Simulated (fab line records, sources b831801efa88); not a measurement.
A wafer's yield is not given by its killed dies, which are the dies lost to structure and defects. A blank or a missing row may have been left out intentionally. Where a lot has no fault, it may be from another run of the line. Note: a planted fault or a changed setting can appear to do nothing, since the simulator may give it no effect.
Struck lot and sound lot, side by side :: flow gf180mcu :: 21 out of 602 route steps
Sound: wafers L740.2, L740.3, L740.4. Struck: wafer L757.3. (L757.4 of the same lot was not struck and is left out.) The cause comes at the end.
Order at every step that has rows: each side's tool, ch and its chambers, its first start. Under that, the readings that differ: sound wafers :: struck wafers :: difference of the means :: sigmas: that difference in standard deviations of wafers without a fault.
alike: a reading whose means differ by less than 2 such deviations, as well as words and numbers matching on both sides. not compared: withheld readings; readings where some wafer has no value; bounds like >300 that might hide an equal value; numbers whose values overlap and for which the record gives no deviation.
The two part at a step that has a row with sigmas, a row that says differs or no value, or rows on one side only. Non-overlapping numbers with no deviation appear without sigmas and do not part them. A reading missing from all wafers of one side parts the sides only when that side holds two or more wafers.

GF_SALICIDE_RTA_08: time 30 s.
  sound on rtpAnneal-02 ch 0, day 15 10:34; struck on rtpAnneal-01 ch 0, day 21 08:46
reading: wafer_temp_C_max
sound: 802.6 802.7 803.3
struck: 805.6
difference: +2.7
sigmas: +4
  alike: lampPowerPct
then, 1 step without rows for these wafers: GF_CONTACT_CVD_00 (deposits SiO2, target thk 300 nm, time 50 s).
GF_CONTACT_THK_MEAS_01:
  sound on filmMetro-02, day 15 10:42; struck on filmMetro-02, day 21 08:53
  alike: CONTACT_CVD_00_THK
GF_CONTACT_CVD_02: deposits SiO2 from TEOS, target thk 860 nm, time 95.992 s.
  sound on pecvd-02 ch 1,2, day 15 10:45; struck on pecvd-01 ch 2, day 21 08:56
  alike: heaterPowerW
GF_CONTACT_THK_MEAS_03:
  sound on filmMetro-04, day 15 10:50; struck on filmMetro-04, day 21 09:01
  alike: CONTACT_CVD_02_THK
GF_CONTACT_CMP_04: polishes SiO2.
  sound on cmp-01 ch 0,1,2, day 15 11:21; struck on cmp-01 ch 0, day 21 09:07
  alike: motorCurrentA, platenRpm, retainingRingPressureFrac, timeToEndpointS
GF_CONTACT_BOW_MEAS_05:
  sound on filmMetro-03, day 15 11:37; struck on filmMetro-03, day 21 09:24
  alike: CONTACT_BOW
then, 5 steps without rows for these wafers: GF_CONTACT_DEHYDRATE_06 (time 60 s); GF_CONTACT_HMDS_07 (prime time 60 s); GF_CONTACT_COAT_08; GF_CONTACT_COAT_09 (resist thk 1000 nm); GF_CONTACT_SOFTBAKE_10 (time 60 s).
GF_CONTACT_EXPOSE_11: exposes mask Contact, target cd 220 nm.
  sound on krfScanner-02 ch 0, day 15 22:44; struck on krfScanner-02 ch 0, day 21 21:23
  alike: mask, reticleTempC, stageVelMmS
then, 2 steps without rows for these wafers: GF_CONTACT_PEB_12 (peb time 90 s); GF_CONTACT_DEVELOP_13 (develop time 60 s).
GF_CONTACT_CD_MEAS_14 targets a cd of 220 nm.
  sound on cdSem-01, day 16 10:15; struck on cdSem-02, day 22 08:55
reading: cdNm (nm)
sound: 221.5 220.6 222.2
struck: 216.7
difference: -4.7
sigmas: -3
GF_CONTACT_OVL_MEAS_15:
  sound on overlay-01, day 16 10:21; struck on overlay-02, day 22 09:01
reading: CONTACT_OVL (nm)
sound: 8 8 10
struck: -3
difference: -12
sigmas: -2
GF_CONTACT_ETCH_16: etches BARC in N2/H2.
  sound on rieDiel-01 ch 0,1,3, day 16 10:23; struck on rieDiel-03 ch 0, day 22 09:02
reading: model.CONTACT.cdNm (nm)
sound: 221.9 221 221.5
struck: 218.3
difference: -3.2
sigmas: 
  alike: chamberPressureMTorr, drypumpMotorCurrentA, h2FlowSccm, oesProductAu, throttleValvePct
GF_CONTACT_ETCH_17: etches SiO2 in C4F8/O2/Ar, stops on CoSi2, target depth 860 nm.
  sound: rieDiel-01 ch 0,1,3; struck: rieDiel-03 ch 0
reading: model.CONTACT.cdNm (nm)
sound: 221.6 222.6 220.7
struck: 217.6
difference: -4.0
sigmas: 
  alike: chamberPressureMTorr, oesProductAu
GF_CONTACT_STRIP_18: strips in O2/N2.
  sound on plasmaAsher-01 ch 0,1, day 16 10:33; struck on plasmaAsher-01 ch 0, day 22 09:14
  alike: chamberPressureMTorr, drypumpMotorCurrentA, heaterPowerW, oesProductAu
  not compared: rfHoursCounterH
following that, these wafers have no rows for 1 step: GF_PASSIVATION_PROBE_99.

WHERE THEY PART
First at GF_SALICIDE_RTA_08; last, within this record, at GF_CONTACT_OVL_MEAS_15. Later steps at which nothing parts them and some readings are alike: GF_CONTACT_ETCH_16, GF_CONTACT_ETCH_17, GF_CONTACT_STRIP_18.

WHY: the cause the simulator had injected
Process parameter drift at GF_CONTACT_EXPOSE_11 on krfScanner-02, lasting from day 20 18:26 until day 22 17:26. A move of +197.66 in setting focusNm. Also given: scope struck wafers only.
